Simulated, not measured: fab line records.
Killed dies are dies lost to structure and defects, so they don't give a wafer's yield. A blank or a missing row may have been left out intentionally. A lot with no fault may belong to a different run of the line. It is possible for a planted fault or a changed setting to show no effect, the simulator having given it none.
Matching of chambers | flow sky130 | rie-si-01 running SKY_POLY_GATE_ETCH_17: 4 sister chambers
The step etches poly-Si in HBr/Cl2, stops on SiO2, target depth 180 nm, time 70.5 s. 8 wafers are shown with their chamber, then 12 later ones without.

## WAFERS, EACH WITH ITS CHAMBER
wafer  | chamber | drypump-motor-current-A (A) | rf-fwd-power-W (W)
L084.5 | 2       | 6.10                        | 407.1
L084.6 | 1       | 5.73                        | 408.6
L086.3 | 3       | 5.77                        | 410.5
L086.4 | 0       | 5.69                        | 411.6
L086.6 | 2       | 6.12                        | 409.8
L088.2 | 1       | 5.76                        | 408.2
L088.4 | 3       | 5.79                        | 409.1
L088.6 | 0       | 5.68                        | 410.4

## WAFERS WITHOUT THEIR CHAMBER
wafer  | drypump-motor-current-A (A) | rf-fwd-power-W (W)
L090.3 | 5.67                        | 412.8
L090.5 | 5.67                        | 411.2
L090.6 | 5.76                        | 410.6
L092.1 | 5.67                        | 411.0
L092.3 | 5.76                        | 410.3
L092.5 | 5.66                        | 409.9
L094.1 | 6.07                        | 408.0
L094.4 | 5.68                        | 410.9
L094.6 | 5.77                        | 409.2
L097.2 | 5.77                        | 409.9
L097.4 | 6.09                        | 407.8
L097.5 | 5.76                        | 410.0

## CHAMBER TAKEN BY EACH
wafer  | from the rows above     | in truth
L090.3 | 0                       | 0
L090.5 | 0                       | 0
L090.6 | can't be placed: 3 or 1 | 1
L092.1 | 0                       | 0
L092.3 | can't be placed: 3 or 1 | 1
L092.5 | 0                       | 0
L094.1 | 2                       | 2
L094.4 | 0                       | 0
L094.6 | can't be placed: 3 or 1 | 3
L097.2 | can't be placed: 3 or 1 | 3
L097.4 | 2                       | 2
L097.5 | can't be placed: 3 or 1 | 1
Correctly placed: 7 of 12. Cannot be placed on the basis of these rows: 5; the candidates contain the true chamber in 5. Number placed wrongly: 0.
How it was worked out, from the rows above alone: a wafer's distance from a chamber is the root of the sum, over the readings, of the square of ((its reading less the chamber's mean) divided by the reading's scatter). If the next closest chamber is less than 2 further off than the closest, the wafer can't be placed; otherwise it belongs to the closest. Each chamber's mean is taken over the wafers shown for it. The scatter: the root of (the sum of the squares of (reading less its chamber's mean) over the shown wafers, divided by (wafers less chambers)).
